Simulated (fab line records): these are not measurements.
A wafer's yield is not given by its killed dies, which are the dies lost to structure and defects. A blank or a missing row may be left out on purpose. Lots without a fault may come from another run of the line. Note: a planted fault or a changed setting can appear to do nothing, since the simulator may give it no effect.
fab line records	flow sky130
[record] lots = 6	wafers = 18	last_day = 50
route steps=708 shown FIELD_ISO@1 PAD_OPEN@708
lots with no fault: from the same line, run without faults
start_h: hours from the record's opening day to when the first of the lot's shown wafers began	wait_h: hours from the lot's prior step to this one	" as in the row above	L1.1+2: a single row standing in for several wafers	- value missing, or start not given	* or withheld: withheld	< > ~ a bound
route shown NAME@n: names a module that has steps shown in the file, with the first one's number in the route	usual: mean/standard deviation of fault-free wafers	same: alike in all rows	chamber/n: place in a boat	sites: per-site readings	_std_site: the values' standard deviation	_edge_site: inner sites' mean taken away from outer sites' mean	radius_mm: how far each site lies from the wafer's centre	mask NAME#n: copy n	behind: tool/chamber where the wafer was last shaped	hold: reason for holding the lot/hours on hold/outcome of the hold	device: the n, p or np transistor that did not switch	end of line: the route-end tests of the same wafers	a step given without rows: its recipe and nothing more	killed: the dies lost at the first sort to structure and to defects; this is not the yield of the wafer	map: a wafer's dies, x killed, . not, _ none there
set.NAME: the setting as run; set.NAME@STEP: as run at that earlier step	model.NAME: the simulator's own value behind a step, which no gauge read
lots seen at some steps along the route; tables by step, rows by wafer
services: from which hour (start_h, from the record's first day; less than 0 if before it) a tool's chamber was out of use, for how many hours, and why
[[steps]]
[step SKY_FIELD_ISO_BOW_MEAS_00]
[recipe] mode = bow
[usual] INCOMING_BOW = 1/6.2
lot.wafer	tool	chamber	start_h	wait_h	INCOMING_BOW[um]
L440.3	film_metro-04	-	20.04	-	-2
L440.4	"	-	"	"	-11
L440.5	"	-	"	"	10
L441.2	film_metro-04	-	25.02	-	-9
L441.3	"	-	"	"	-3
L441.6	"	-	"	"	-12
L448.1	film_metro-01	-	60.00	-	-5
L448.2	"	-	"	"	5
L448.4	"	-	"	"	-4
L455.1	film_metro-02	-	95.00	-	-1
L455.3	"	-	"	"	3
L455.4	"	-	"	"	-1
L456.1	film_metro-02	-	100.00	-	6
L456.2	"	-	"	"	7
L456.6	"	-	"	"	0
L461.2	film_metro-02	-	125.02	-	-8
L461.3	"	-	"	"	9
L461.6	"	-	"	"	12
[step SKY_FIELD_ISO_OXIDATION_01]
[recipe] temp_c = 900	ambient = O2	stabilise_s = 600	purge_s = 300	target_thk_a = 120	ox_time_s = 1843
[usual] tube_center_temp_C_max = 902.3/0.36
lot.wafer	tool	chamber	start_h	wait_h	tube_center_temp_C_max
L440.3	furnace-02	0	20.29	0.2	902.7
L440.4	"	0	"	"	901.9
L440.5	"	0	"	"	902.1
L441.2	furnace-02	0	25.12	0.1	901.6
L441.3	"	0	"	"	902.0
L441.6	"	0	"	"	902.8
L448.1	furnace-01	0	60.12	0.1	902.1
L448.2	"	0	"	"	901.9
L448.4	"	0	"	"	902.5
L455.1	furnace-02	0	95.12	0.1	902.2
L455.3	"	0	"	"	902.5
L455.4	"	0	"	"	902.9
L456.1	furnace-02	0	101.23	1.2	902.4
L456.2	"	0	"	"	902.1
L456.6	"	0	"	"	902.6
L461.2	furnace-01	0	125.12	0.1	902.5
L461.3	"	0	"	"	902.0
L461.6	"	0	"	"	901.8
[step SKY_FIELD_ISO_THK_MEAS_02]
[recipe] reads = SiO2_of_FIELD_ISO_OXIDATION_01
[usual] FIELD_ISO_OXIDATION_00_THK = 11.97/0.23
lot.wafer	tool	chamber	start_h	wait_h	FIELD_ISO_OXIDATION_00_THK[nm]
L440.3	film_metro-01	-	21.82	0.0	12.29
L440.4	"	-	"	"	12.15
L440.5	"	-	"	"	12.08
L441.2	film_metro-01	-	26.64	0.0	11.88
L441.3	"	-	"	"	12.29
L441.6	"	-	"	"	12.13
L448.1	film_metro-02	-	61.63	0.0	11.60
L448.2	"	-	"	"	11.97
L448.4	"	-	"	"	11.93
L455.1	film_metro-01	-	96.63	0.0	12.02
L455.3	"	-	"	"	11.86
L455.4	"	-	"	"	11.58
L456.1	film_metro-01	-	102.77	0.0	12.10
L456.2	"	-	"	"	12.07
L456.6	"	-	"	"	11.99
L461.2	film_metro-01	-	126.64	0.0	11.70
L461.3	"	-	"	"	11.87
L461.6	"	-	"	"	11.76
[step SKY_FIELD_ISO_CVD_03]
[recipe] material = Si3N4	precursor = DCS/NH3	target_thk_nm = 165	temp_c = 770	time_s = 2830	pressure_mtorr = 250
[step SKY_FIELD_ISO_THK_MEAS_04]
[recipe] reads = Si3N4_of_FIELD_ISO_CVD_03
[usual] FIELD_ISO_CVD_03_THK = 165.7/1.5
lot.wafer	tool	chamber	start_h	wait_h	FIELD_ISO_CVD_03_THK[nm]
L440.3	film_metro-01	-	24.83	0.0	165.4
L440.4	"	-	"	"	163.7
L440.5	"	-	"	"	166.3
L441.2	film_metro-04	-	29.54	0.0	164.4
L441.3	"	-	"	"	163.7
L441.6	"	-	"	"	162.4
L448.1	film_metro-01	-	63.64	0.0	167.3
L448.2	"	-	"	"	167.0
L448.4	"	-	"	"	167.5
L455.1	film_metro-02	-	98.48	0.0	165.6
L455.3	"	-	"	"	166.7
L455.4	"	-	"	"	165.6
L456.1	film_metro-01	-	104.61	0.0	164.9
L456.2	"	-	"	"	164.2
L456.6	"	-	"	"	164.0
L461.2	film_metro-02	-	128.67	0.0	165.7
L461.3	"	-	"	"	164.8
L461.6	"	-	"	"	164.8
[step SKY_FIELD_ISO_DEHYDRATE_05]
[recipe] temp_c = 200	time_s = 60
[step SKY_FIELD_ISO_HMDS_06]
[recipe] prime_time_s = 60	prime_temp_c = 120
[step SKY_FIELD_ISO_COAT_07]
[recipe] resist = BARC	temp_c = withheld	time_s = withheld	spin_rpm = 3000	resist_thk_nm = 60
[step SKY_FIELD_ISO_COAT_08]
[recipe] resist = KrF-thick	spin_rpm = 3000	resist_thk_nm = 450
[step SKY_FIELD_ISO_SOFTBAKE_09]
[recipe] temp_c = 100	time_s = 93.81	resist = KrF-thick
[usual] chill_plate_temp_C = 22.99/0.11	plate_sensor_t_centre_C = 100.88/0.011	plate_sensor_t_edge_C = 100.95/0.01
lot.wafer	tool	chamber	start_h	wait_h	chill_plate_temp_C	plate_sensor_t_centre_C	plate_sensor_t_edge_C
L440.3	litho_track-04	0	-	-	22.97	100.87	100.94
L440.4	"	0	"	"	23.05	100.85	100.94
L440.5	"	0	"	"	23.05	100.87	100.96
L441.2	litho_track-03	0	-	-	23.02	100.89	100.95
L441.3	"	0	"	"	23.03	100.89	100.96
L441.6	"	0	"	"	22.88	100.89	100.96
L448.1	litho_track-03	0	-	-	22.89	100.88	100.95
L448.2	"	0	"	"	23.11	100.89	100.97
L448.4	"	0	"	"	22.86	100.88	100.96
L455.1	litho_track-03	0	-	-	23.01	100.88	100.96
L455.3	"	0	"	"	22.97	100.88	100.95
L455.4	"	0	"	"	23.07	100.89	100.95
L456.1	litho_track-04	0	-	-	22.98	100.87	100.95
L456.2	"	0	"	"	22.91	100.90	100.96
L456.6	"	0	"	"	22.74	100.86	100.95
L461.2	litho_track-03	0	-	-	23.00	100.88	100.95
L461.3	"	0	"	"	22.91	100.88	100.95
L461.6	"	0	"	"	22.97	100.88	100.94
[step SKY_FIELD_ISO_EXPOSE_10]
[recipe] mask_id = FOM	na = 0.68	source_shape = annular	sigma_inner = 0.4	sigma_outer = 0.8	target_cd_nm = 150	dose_mj = 28
[step SKY_FIELD_ISO_PEB_11]
[recipe] peb_temp_c = withheld	peb_time_s = withheld	resist = KrF-thick
[step SKY_FIELD_ISO_DEVELOP_12]
[recipe] develop_time_s = 60	resist = KrF-thick	dev_temp_c = 21
[step SKY_FIELD_ISO_CD_MEAS_13]
[recipe] target_cd_nm = 150
[usual] cd_nm = 149.8/1.4
lot.wafer	tool	chamber	start_h	wait_h	cd_nm
L440.3	cd_sem-01	-	40.63	-	148.5
L440.4	"	-	"	"	148.3
L440.5	"	-	"	"	149.5
L441.2	cd_sem-02	-	44.59	-	152.0
L441.3	"	-	"	"	152.3
L441.6	"	-	"	"	149.6
L448.1	cd_sem-01	-	80.49	-	147.9
L448.2	"	-	"	"	148.4
L448.4	"	-	"	"	148.6
L455.1	cd_sem-02	-	117.09	-	148.9
L455.3	"	-	"	"	150.1
L455.4	"	-	"	"	149.6
L456.1	cd_sem-01	-	123.74	-	148.7
L456.2	"	-	"	"	148.3
L456.6	"	-	"	"	148.9
L461.2	cd_sem-01	-	148.01	-	151.0
L461.3	"	-	"	"	151.2
L461.6	"	-	"	"	150.3
[step SKY_FIELD_ISO_ETCH_14]
[recipe] chemistry = N2/H2	target = BARC	ion_energy_ev = 200	source_w = 500	bias_w = 100	pressure_mtorr = 30	n2_flow_sccm = 100	h2_flow_sccm = 200	stop_on = SiO2	time_s = 45.9	target_depth_a = 600
[usual] drypump_motor_current_A = 5.6/0.51	oes_product_au = 0.856/0.0047	throttle_valve_pct = 13.226/0.0087
lot.wafer	tool	chamber	start_h	wait_h	drypump_motor_current_A	oes_product_au	rf_hours_counter_h	throttle_valve_pct
L440.3	rie_diel-03	1	40.71	0.1	5.6	0.850	65	13.227
L440.4	"	0	"	"	5.0	0.864	115	13.224
L440.5	"	1	"	"	5.7	0.867	-	13.231
L441.2	rie_diel-03	2	44.69	0.1	5.7	0.858	4	13.230
L441.3	"	0	"	"	5.0	0.854	115	13.223
L441.6	"	3	"	"	6.0	0.861	-	13.226
L448.1	rie_diel-03	1	80.61	0.1	5.6	0.861	66	13.228
L448.2	"	3	"	"	6.1	0.853	78	13.221
L448.4	"	0	"	"	5.0	0.853	115	13.223
L455.1	rie_diel-03	2	117.21	0.1	5.7	0.855	5	13.223
L455.3	"	3	"	"	6.0	0.856	79	13.238
L455.4	"	0	"	"	5.0	0.854	116	13.232
L456.1	rie_diel-03	1	123.86	0.1	5.6	0.858	67	13.211
L456.2	"	0	"	"	5.0	0.857	116	13.234
L456.6	"	3	"	"	6.0	0.853	-	13.228
L461.2	rie_diel-03	1	148.11	0.1	5.7	0.851	67	13.216
L461.3	"	0	"	"	5.0	0.859	117	13.206
L461.6	"	3	"	"	6.1	0.858	-	13.225
[step SKY_FIELD_ISO_ETCH_15]
[recipe] chemistry = CHF3/O2	target_depth_nm = 180	stop_on = Si	source_w = 600	bias_w = 200	pressure_mtorr = 40	chf3_flow_sccm = 50	O2_flow_sccm = 5	time_s = 72
[usual] drypump_motor_current_A = 5.6/0.51	oes_product_au = 0.948/0.0065	throttle_valve_pct = 8.846/0.0091
lot.wafer	tool	chamber	start_h	wait_h	drypump_motor_current_A	oes_product_au	rf_hours_counter_h	throttle_valve_pct
L440.3	rie_diel-03	1	40.76	0.0	5.6	0.949	65	8.848
L440.4	"	0	"	"	5.0	0.937	115	8.843
L440.5	"	1	"	"	5.6	0.949	-	8.861
L441.2	rie_diel-03	2	44.74	0.0	5.7	0.940	4	8.839
L441.3	"	0	"	"	5.0	0.934	115	8.854
L441.6	"	3	"	"	6.0	0.946	-	8.836
L448.1	rie_diel-03	1	80.66	0.0	5.6	0.953	66	8.848
L448.2	"	3	"	"	6.0	0.948	78	8.838
L448.4	"	0	"	"	5.0	0.958	115	8.850
L455.1	rie_diel-03	2	117.26	0.0	5.7	0.941	5	8.829
L455.3	"	3	"	"	6.0	0.946	79	8.840
L455.4	"	0	"	"	5.0	0.947	116	8.839
L456.1	rie_diel-03	1	123.91	0.0	5.6	0.948	67	8.840
L456.2	"	0	"	"	5.0	0.935	116	8.848
L456.6	"	3	"	"	6.0	0.942	-	8.841
L461.2	rie_diel-03	1	148.16	0.0	5.7	0.952	67	8.862
L461.3	"	0	"	"	5.0	0.942	117	8.840
L461.6	"	3	"	"	6.0	0.939	-	8.855
[step SKY_FIELD_ISO_STRIP_16]
[recipe] chemistry = O2/N2	power_w = 1400	pressure_mtorr = 1500	platen_temp_c = withheld	o2_flow_sccm = 3000	n2_flow_sccm = 300	overash_fraction = 0.5
[usual] drypump_motor_current_A = 5.59/0.29	oes_product_au = 0.379/0.0043	strip_time_to_endpoint_s = 3.569/0.028
lot.wafer	tool	chamber	start_h	wait_h	drypump_motor_current_A	oes_product_au	rf_hours_counter_h	strip_time_to_endpoint_s
L440.3	plasma_asher-01	0	40.85	0.1	5.47	0.384	-	3.607
L440.4	"	1	"	"	5.76	0.384	-	3.612
L440.5	"	1	"	"	5.76	0.379	-	3.623
L441.2	plasma_asher-02	0	44.79	0.0	5.19	0.382	36	3.587
L441.3	"	1	"	"	5.96	0.377	-	3.538
L441.6	"	0	"	"	5.16	0.384	-	3.596
L448.1	plasma_asher-04	0	80.71	0.0	5.32	0.381	27	3.557
L448.2	"	1	"	"	5.92	0.373	27	3.591
L448.4	"	0	"	"	5.35	0.382	-	3.561
L455.1	plasma_asher-04	0	117.31	0.0	5.34	0.375	30	3.576
L455.3	"	1	"	"	5.89	0.377	-	3.566
L455.4	"	0	"	"	5.35	0.374	-	3.556
L456.1	plasma_asher-01	1	123.96	0.0	5.76	0.382	0	3.583
L456.2	"	0	"	"	5.49	0.380	0	3.553
L456.6	"	0	"	"	5.48	0.377	-	3.591
L461.2	plasma_asher-04	1	148.21	0.0	5.90	0.379	33	3.582
L461.3	"	1	"	"	5.90	0.373	-	3.551
L461.6	"	0	"	"	5.32	0.380	-	3.610
[step SKY_FIELD_ISO_ETCH_17]
[recipe] target_depth_a = 3420	mask_material = Si3N4	chemistry = HBr/Cl2/O2	target = Si	taper_deg = 5	icp_w = 600	bias_w = 150	pressure_mtorr = 15	HBr_flow_sccm = 150	Cl2_flow_sccm = 40	O2_flow_sccm = 6	time_s = 97.7
[usual] drypump_motor_current_A = 5.3/0.49	oes_product_au = 0.999/0.0066	throttle_valve_pct = 25.657/0.0087
lot.wafer	tool	chamber	start_h	wait_h	drypump_motor_current_A	oes_product_au	rf_hours_counter_h	throttle_valve_pct
L440.3	rie_si-02	2	40.95	0.1	5.2	1.013	-	25.635
L440.4	"	3	"	"	5.3	1.004	-	25.660
L440.5	"	2	"	"	5.2	1.007	-	25.650
L441.2	rie_si-02	3	44.89	0.1	5.3	1.001	167	25.659
L441.3	"	2	"	"	5.2	1.000	1	25.658
L441.6	"	3	"	"	5.4	0.996	-	25.662
L448.1	rie_si-01	2	80.81	0.1	4.7	1.001	58	25.653
L448.2	"	1	"	"	4.8	0.993	73	25.660
L448.4	"	0	"	"	5.2	0.990	22	25.662
L455.1	rie_si-02	3	117.41	0.1	5.4	1.002	0	25.645
L455.3	"	2	"	"	5.2	0.995	2	25.658
L455.4	"	0	"	"	5.7	1.000	1	25.659
L456.1	rie_si-02	3	124.06	0.1	5.3	1.007	0	25.648
L456.2	"	0	"	"	5.7	1.008	1	25.661
L456.6	"	3	"	"	5.4	0.997	-	25.662
L461.2	rie_si-01	3	148.31	0.1	6.1	0.991	8	25.669
L461.3	"	1	"	"	4.8	0.992	73	25.652
L461.6	"	1	"	"	4.9	1.009	-	25.648
[step SKY_FIELD_ISO_WET_ETCH_18]
[recipe] chemistry = H3PO4	target_depth_nm = 25	temp_c = 160	target = Si3N4	time_s = 286
[step SKY_FIELD_ISO_CLEAN_19]
[recipe] chemistry = SC1/SC2	mix = 1:4:20	temp_c = 70	time_s = 150
[step SKY_FIELD_ISO_CLEAN_20]
[recipe] chemistry = dHF	time_s = 20	dilution = 100:1
[step SKY_FIELD_ISO_WET_ETCH_21]
[recipe] chemistry = dHF	dilution = 100:1	target_depth_nm = 20	dry = ipa_marangoni	target = SiO2	temp_c = 25	time_s = 400
[step SKY_FIELD_ISO_OXIDATION_22]
[recipe] temp_c = 950	ambient = O2	stabilise_s = 600	purge_s = 300	target_thk_a = 100	ox_time_s = 623
[step SKY_FIELD_ISO_THK_MEAS_23]
[recipe] reads = SiO2_of_FIELD_ISO_OXIDATION_22
[usual] FIELD_ISO_OXIDATION_01_THK = 9.96/0.19
lot.wafer	tool	chamber	start_h	wait_h	FIELD_ISO_OXIDATION_01_THK[nm]
L440.3	film_metro-04	-	43.87	0.0	10.30
L440.4	"	-	"	"	10.12
L440.5	"	-	"	"	10.14
L441.2	film_metro-04	-	47.82	0.0	10.22
L441.3	"	-	"	"	10.24
L441.6	"	-	"	"	10.09
L448.1	film_metro-02	-	83.61	0.0	10.11
L448.2	"	-	"	"	10.14
L448.4	"	-	"	"	10.10
L455.1	film_metro-01	-	118.99	0.0	9.90
L455.3	"	-	"	"	9.92
L455.4	"	-	"	"	10.03
L456.1	film_metro-01	-	125.63	0.0	9.90
L456.2	"	-	"	"	10.24
L456.6	"	-	"	"	9.98
L461.2	film_metro-02	-	152.93	0.0	10.03
L461.3	"	-	"	"	10.05
L461.6	"	-	"	"	10.02
[step SKY_FIELD_ISO_CVD_24]
[recipe] material = SiO2	target_thk_nm = 595	temp_c = 650	sigma_open_frac = 0.3	time_s = 99.2	sih4_flow_sccm = 60	pressure_mtorr = 6
[step SKY_FIELD_ISO_THK_MEAS_25]
[recipe] reads = SiO2_of_FIELD_ISO_CVD_24
[usual] FIELD_ISO_CVD_24_THK = 594/5.1
lot.wafer	tool	chamber	start_h	wait_h	FIELD_ISO_CVD_24_THK[nm]
L440.3	film_metro-02	-	44.00	0.1	597
L440.4	"	-	"	"	598
L440.5	"	-	"	"	598
L441.2	film_metro-04	-	47.95	0.0	595
L441.3	"	-	"	"	595
L441.6	"	-	"	"	588
L448.1	film_metro-02	-	83.75	0.0	587
L448.2	"	-	"	"	591
L448.4	"	-	"	"	593
L455.1	film_metro-02	-	119.12	0.0	591
L455.3	"	-	"	"	597
L455.4	"	-	"	"	596
L456.1	film_metro-01	-	125.76	0.0	602
L456.2	"	-	"	"	596
L456.6	"	-	"	"	602
L461.2	film_metro-02	-	153.06	0.0	594
L461.3	"	-	"	"	595
L461.6	"	-	"	"	589
[step SKY_FIELD_ISO_ANNEAL_26]
[recipe] temp_c = 1000	time_s = 1800	ambient = N2
[step SKY_FIELD_ISO_CMP_27]
[recipe] stop_on = Si3N4	t_overpolish_s = 17.05	down_force_psi = 4	platen_rpm = 60	target_thk_nm = 457.8	pad_velocity_m_s = 0.94248
[step SKY_FIELD_ISO_WET_ETCH_28]
[recipe] chemistry = dHF	target_depth_nm = 23.7	target = SiO2	dilution = 10:1	temp_c = 25	time_s = 47
[step SKY_FIELD_ISO_WET_ETCH_29]
[recipe] chemistry = H3PO4	target_depth_nm = 160	target = Si3N4	temp_c = 160	time_s = 1825
[step SKY_FIELD_ISO_WET_ETCH_30]
[recipe] chemistry = dHF	target_depth_nm = 25	target = SiO2	dilution = 10:1	temp_c = 25	time_s = 50
[step SKY_PAD_OPEN_PROBE_99]
[usual] killed_at_M0_to_M3 = 43/6.5	killed_at_M4_up = 3.2/1.9	killed_at_contacts = 25/5.5	killed_at_front_end = 14/4.2	killed_at_other = 0.2/0.44	killed_dies = 85/8.5	killed_on_rim = 16/3.3	killed_open = 47/7	killed_short = 39/6.3
[same] gross_dies = 492	killed_at_back_side = 0
lot.wafer	tool	chamber	start_h	wait_h	killed_at_M0_to_M3	killed_at_M4_up	killed_at_contacts	killed_at_front_end	killed_at_other	killed_dies	killed_on_rim	killed_open	killed_short
L440.3	prober-02	-	1103.09	0.2	44	5	17	20	1	87	21	33	54
L440.4	prober-02	-	1103.14	0.2	37	2	26	13	1	79	19	45	34
L440.5	prober-02	-	1103.19	0.2	48	4	24	20	0	96	23	56	40
L441.2	prober-01	-	1108.70	0.1	43	4	22	7	1	77	11	36	41
L441.3	prober-01	-	1108.75	0.2	46	2	23	8	0	79	13	40	39
L441.6	prober-01	-	1108.90	0.2	46	2	18	11	0	77	16	39	38
L448.1	prober-02	-	1147.71	0.1	47	5	22	9	0	83	17	47	36
L448.2	prober-02	-	1147.76	0.1	50	1	27	7	0	85	15	51	34
L448.4	prober-02	-	1147.86	0.2	50	2	15	8	0	75	11	39	36
L455.1	prober-01	-	1179.90	0.1	45	6	16	111	1	179	34	47	37
L455.3	prober-01	-	1180.00	0.2	31	5	16	101	0	153	31	37	24
L455.4	prober-01	-	1180.05	0.2	41	0	14	96	0	151	33	36	33
L456.1	prober-02	-	1181.89	0.1	32	8	24	101	0	165	30	32	38
L456.2	prober-02	-	1181.94	0.1	35	2	24	108	1	170	32	43	34
L456.6	prober-02	-	1182.14	0.2	31	2	28	104	0	165	28	39	30
L461.2	prober-01	-	1206.29	0.1	46	2	25	15	0	88	16	48	40
L461.3	prober-01	-	1206.34	0.2	36	4	25	9	0	74	15	40	34
L461.6	prober-01	-	1206.49	0.2	39	3	28	22	0	92	14	52	40
// killed by level:class
L440.3 VIA3:geometric_particle:open=11 POLY_GATE:geometric_particle:short=7 FIELD_ISO:geometric_particle:short=6 CONTACT:geometric_particle:open=6 VIA3:geometric_particle:short=6 VIA1:geometric_particle:open=6 METAL1:geometric_particle:short=5 METAL4:geometric_particle:short=5
L440.4 CONTACT:geometric_particle:open=12 VIA1:geometric_particle:open=9 LI_CONTACT:geometric_particle:open=7 VIA1:geometric_particle:short=6 METAL2:geometric_particle:short=5 VIA3:geometric_particle:open=5 METAL3:geometric_particle:short=4 FIELD_ISO:geometric_particle:short=3
L440.5 VIA1:geometric_particle:open=11 VIA2:geometric_particle:open=9 CONTACT:geometric_particle:open=8 LI_CONTACT:geometric_particle:open=6 FIELD_ISO:geometric_particle:open=5 POLY_GATE:geometric_particle:open=5 METAL3:geometric_particle:short=5 POLY_GATE:geometric_particle:short=4
L441.2 CONTACT:geometric_particle:open=9 VIA1:geometric_particle:short=9 VIA1:geometric_particle:open=8 LI_CONTACT:geometric_particle:open=5 CONTACT:geometric_particle:short=5 VIA2:geometric_particle:open=5 METAL1:geometric_particle:short=5 VIA2:geometric_particle:short=4
L441.3 VIA1:geometric_particle:open=10 CONTACT:geometric_particle:open=8 LI_CONTACT:geometric_particle:open=6 METAL1:geometric_particle:short=6 VIA1:geometric_particle:short=6 VIA3:geometric_particle:open=5 CONTACT:geometric_particle:short=5 METAL2:geometric_particle:short=5
L441.6 VIA1:geometric_particle:open=12 METAL1:geometric_particle:short=8 VIA3:geometric_particle:open=6 VIA2:geometric_particle:open=5 LI_CONTACT:geometric_particle:open=5 CONTACT:geometric_particle:open=5 CONTACT:geometric_particle:short=4 VIA1:geometric_particle:short=4
L448.1 VIA1:geometric_particle:open=12 VIA2:geometric_particle:open=10 CONTACT:geometric_particle:open=9 VIA1:geometric_particle:short=5 LI_CONTACT:geometric_particle:open=5 VIA3:geometric_particle:short=5 CONTACT:geometric_particle:short=4 VIA2:geometric_particle:short=4
L448.2 CONTACT:geometric_particle:open=12 VIA1:geometric_particle:open=12 VIA2:geometric_particle:open=8 LI_CONTACT:geometric_particle:open=6 METAL1:geometric_particle:short=6 CONTACT:geometric_particle:short=5 VIA2:geometric_particle:short=5 METAL1:geometric_particle:open=4
L448.4 METAL2:geometric_particle:short=12 VIA2:geometric_particle:open=7 VIA3:geometric_particle:open=7 CONTACT:geometric_particle:open=6 VIA2:geometric_particle:short=5 FIELD_ISO:geometric_particle:open=4 LOCAL_INTERCONNECT:geometric_particle:short=4 VIA1:geometric_particle:short=4
L455.1 FIELD_ISO:unspecified=95 VIA1:geometric_particle:open=14 LI_CONTACT:geometric_particle:open=7 VIA2:geometric_particle:open=7 FIELD_ISO:geometric_particle:short=6 VIA3:geometric_particle:open=6 LOCAL_INTERCONNECT:geometric_particle:short=5 METAL1:geometric_particle:short=4
L455.3 FIELD_ISO:unspecified=92 CONTACT:geometric_particle:open=11 VIA1:geometric_particle:open=7 FIELD_ISO:geometric_particle:open=5 VIA3:geometric_particle:open=4 METAL2:geometric_particle:short=3 LOCAL_INTERCONNECT:geometric_particle:short=3 METAL1:geometric_particle:short=3
L455.4 FIELD_ISO:unspecified=82 VIA1:geometric_particle:open=10 METAL2:geometric_particle:short=6 VIA2:geometric_particle:open=5 VIA3:geometric_particle:open=5 FIELD_ISO:geometric_particle:short=4 LOCAL_INTERCONNECT:geometric_particle:short=4 CONTACT:geometric_particle:open=4
L456.1 FIELD_ISO:unspecified=95 VIA1:geometric_particle:open=8 LOCAL_INTERCONNECT:geometric_particle:short=6 CONTACT:geometric_particle:open=6 METAL4:geometric_particle:short=6 LI_CONTACT:geometric_particle:open=5 METAL1:geometric_particle:short=5 CONTACT:geometric_particle:short=4
L456.2 FIELD_ISO:unspecified=93 CONTACT:geometric_particle:open=10 VIA1:geometric_particle:open=8 FIELD_ISO:geometric_particle:short=5 METAL2:geometric_particle:short=5 POLY_GATE:geometric_particle:open=4 VIA3:geometric_particle:open=4 LI_CONTACT:geometric_particle:open=4
L456.6 FIELD_ISO:unspecified=96 CONTACT:geometric_particle:open=13 VIA1:geometric_particle:open=8 LI_CONTACT:geometric_particle:open=6 METAL2:geometric_particle:short=6 VIA2:geometric_particle:short=6 CONTACT:geometric_particle:short=5 POLY_CUT:geometric_particle:short=3
L461.2 VIA1:geometric_particle:open=13 CONTACT:geometric_particle:open=10 METAL1:geometric_particle:short=8 VIA2:geometric_particle:open=8 LI_CONTACT:geometric_particle:open=6 METAL2:geometric_particle:short=4 VIA3:geometric_particle:short=4 POLY_GATE:geometric_particle:short=3
L461.3 CONTACT:geometric_particle:open=10 VIA1:geometric_particle:open=10 LI_CONTACT:geometric_particle:open=5 LOCAL_INTERCONNECT:geometric_particle:short=4 METAL4:geometric_particle:short=4 CONTACT:geometric_particle:short=4 METAL1:geometric_particle:short=4 VIA2:geometric_particle:short=4
L461.6 VIA1:geometric_particle:open=10 FIELD_ISO:geometric_particle:open=9 LI_CONTACT:geometric_particle:open=7 VIA2:geometric_particle:open=7 VIA3:geometric_particle:open=7 CONTACT:geometric_particle:short=6 CONTACT:geometric_particle:open=6 METAL2:geometric_particle:short=6
// map L455.1 (x killed, . not)
__________xx......x._________
________.xx..x...xx.x._______
______.x.x.x..x.xx..x.x._____
_____..x...x.xx.xx..x.x..____
____.x.x..xxx.......x.....___
___.x.......xxx.xx.....x...__
__.....xx.x..xx....x.xx.x..._
_x.xx..x........x....xxx..xx.
_.xx.x.x.x.xxxx.xxx.x...x.xx.
_...x....x......xxxxxx.xx....
_x.x..x.x...xxx.....x.x.xx.xx
_..x..xx....xx.x..x.x....x...
_.x........xx.x...x.x.....x..
_xxx.x...xx.x...xxx..xxx.x...
_x....x....xxx...........x.xx
__....xx.x....xx........x..._
___xx...xx.....xx......x..x__
____.xx..xxxx.x.x.x..x...x___
_____xx......xx....x.x..x____
______.x...x...x.x...x.._____
________...x...x....x._______
__________xx...xx.x._________
// map L456.2 (x killed, . not)
__________x.....xx.._________
________...x...x.x.xx._______
______xx.....x.....x..x._____
_____......x.xx.......x..____
____.xx.xx.x..xx....x..x..___
___..x.x.....xx...x..x....x__
__..x..xx.x..xx...xx......xx_
_xxxx..xxx........x....x.x...
_x...x...x..x....x.xx.....xx.
_xx..x.x...............xx.x..
_.xxx..x.xxxx.x..x........xxx
_..x.......xxxxx..x......xx.x
_..x..x..xx.xx..x...xx.....x.
_.xx.xxxx.....xx.x.x.xx..x...
_.x...x.........x.x.xx.xx....
__......xx..x......xx...x..x_
___....xxx....xx.x..x.x..x.__
____x..x........x...x.....___
_____.....x.xx.....x.xxx.____
______x.xx.xxxxx..x.x.x._____
________.xx.x.xx.....x_______
__________....x.xx.._________
[[services]]
tool	chamber	start_h	hours	kind
furnace-02	-	1.31	3.5	pm
rie_si-02	-	17.34	0.3	repair
rie_si-02	0	34.65	-	clean
rie_si-02	0	34.65	20.2	scheduled_down
rie_si-02	0	34.65	20.2	vent_cycle
rie_si-02	1	38.73	5.4	repair
rie_si-02	3	54.80	-	clean
rie_si-02	3	54.80	15.2	scheduled_down
rie_si-02	3	54.80	15.2	vent_cycle
furnace-01	-	71.24	3.4	pm
plasma_asher-01	-	73.31	2.8	pm
rie_si-01	-	73.87	1.6	repair
rie_si-02	3	80.43	11.7	repair
plasma_asher-04	-	108.31	3.5	repair
plasma_asher-01	-	108.75	9.0	pm
plasma_asher-01	0	108.75	9.0	vent_cycle
plasma_asher-01	1	108.75	9.0	vent_cycle
rie_si-02	-	113.19	2.8	pm
plasma_asher-01	0	117.75	-	clean
plasma_asher-01	1	117.75	-	clean
rie_si-01	0	132.55	69.9	repair
rie_si-02	0	133.47	3.4	repair
rie_si-02	1	137.00	3.4	repair
furnace-02	-	143.29	4.5	pm
[[key]]
[first_sign] step = SKY_PAD_OPEN_PROBE_99	reading = killed_at_front_end	direction = up	sigmas = 21	usual = 14	struck = 104
[effect] step = SKY_PAD_OPEN_PROBE_99	reading = killed_dies	direction = up	sigmas = 9.3	usual = 85	struck = 164
met_at SKY_FIELD_ISO_OXIDATION_01
struck_wafers L455.1,L455.3,L455.4,L456.1,L456.2,L456.6
tester_left_out L455,L456
onset_between 25.12 95.12
also_fits SKY_FIELD_ISO_ETCH_17:rie_si-02
[fault] kind = chamber_particle_source	tool = furnace-02	chamber = -	onset_h = 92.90	steps = SKY_FIELD_ISO_OXIDATION_01	rate_per_visit_cm2 = 0.43847	end_h = 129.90
// tester_left_out: of these lots the tester's yield and bins aren't shown, on N5 and GAA mostly nor the transistor test; their killed dies are dies lost to structure and defects alone, not to doping, threshold or leakage, so they don't give the yield
